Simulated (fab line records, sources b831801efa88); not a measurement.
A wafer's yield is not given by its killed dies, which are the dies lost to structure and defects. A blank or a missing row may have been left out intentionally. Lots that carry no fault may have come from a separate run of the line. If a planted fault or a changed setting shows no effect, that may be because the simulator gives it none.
What tool caused it? | flow gf180mcu | 6 lots with 18 wafers sampled at 3 steps, on a route of 602 steps

## WHAT EACH GAUGE READ, for each wafer
GF_SALICIDE_THK_MEAS_05: measures by xrf.
lot  | measured     | on            | SALICIDE_TIN_THK (nm)
L128 | day 16 04:17 | film_metro-01 | 20.07 20.04 19.93
L137 | day 18 21:02 | film_metro-03 | 31.43 31.62 20.29
L140 | day 19 21:19 | film_metro-03 | 20.26 20.23 20.22
L144 | day 21 10:16 | film_metro-01 | 20.36 20.31 20.35
L147 | day 22 07:24 | film_metro-01 | 19.77 20.09 20.06
L149 | day 22 22:04 | film_metro-02 | 20.49 20.28 20.36

## WHICH TOOL RAN EACH LOT (tool, then ch and the chambers of the sampled wafers, then the start)
lot  | GF_SAB_STRIP_13                      | GF_SALICIDE_SPUTTER_03
L128 | plasma_asher-02 ch 0, day 16 03:55   | pvd_sputter-01, day 16 04:08
L137 | plasma_asher-01 ch 0,1, day 18 20:39 | pvd_sputter-02, day 18 20:52
L140 | plasma_asher-04 ch 0,1, day 19 20:57 | pvd_sputter-04, day 19 21:10
L144 | plasma_asher-01 ch 0,1, day 21 09:54 | pvd_sputter-01, day 21 10:07
L147 | plasma_asher-01 ch 0,1, day 22 07:02 | pvd_sputter-02, day 22 07:15
L149 | plasma_asher-04 ch 0,1, day 22 21:41 | pvd_sputter-01, day 22 21:54
- GF_SAB_STRIP_13: strips in O2/N2.
- GF_SALICIDE_SPUTTER_03: material TiN, target thk 20 nm, time 16.7 s.

## THE ANSWER, worked out from the rows above alone
Rule: the lots themselves supply what counts as usual. The widest of any qualifying gaps counts: lots, ordered by their means at a reading, are off when they make up no more than a third of the lots, leave a main group of 4 or more, and stand apart from it by 3 or more times the standard deviation of that group's means. If all means in a main group match to the digits the tables above print for the reading, that group is not used. A lot without any number at a reading at which 4 lots or more have one is off too. Where the step has rows for the other lots, those lots are counted as sound.
Off: at GF_SALICIDE_THK_MEAS_05 (SALICIDE_TIN_THK), L137. The main group: mean 20.19 nm, standard deviation 0.17.
A tool fits if, at a process step before that reading, it ran every lot that is off, and no sound lot after the first of them. Those tools and the gauges at GF_SALICIDE_THK_MEAS_05 are tried in the same way. None of those tried fits.

## WHAT THE SIMULATOR HAD PUT IN
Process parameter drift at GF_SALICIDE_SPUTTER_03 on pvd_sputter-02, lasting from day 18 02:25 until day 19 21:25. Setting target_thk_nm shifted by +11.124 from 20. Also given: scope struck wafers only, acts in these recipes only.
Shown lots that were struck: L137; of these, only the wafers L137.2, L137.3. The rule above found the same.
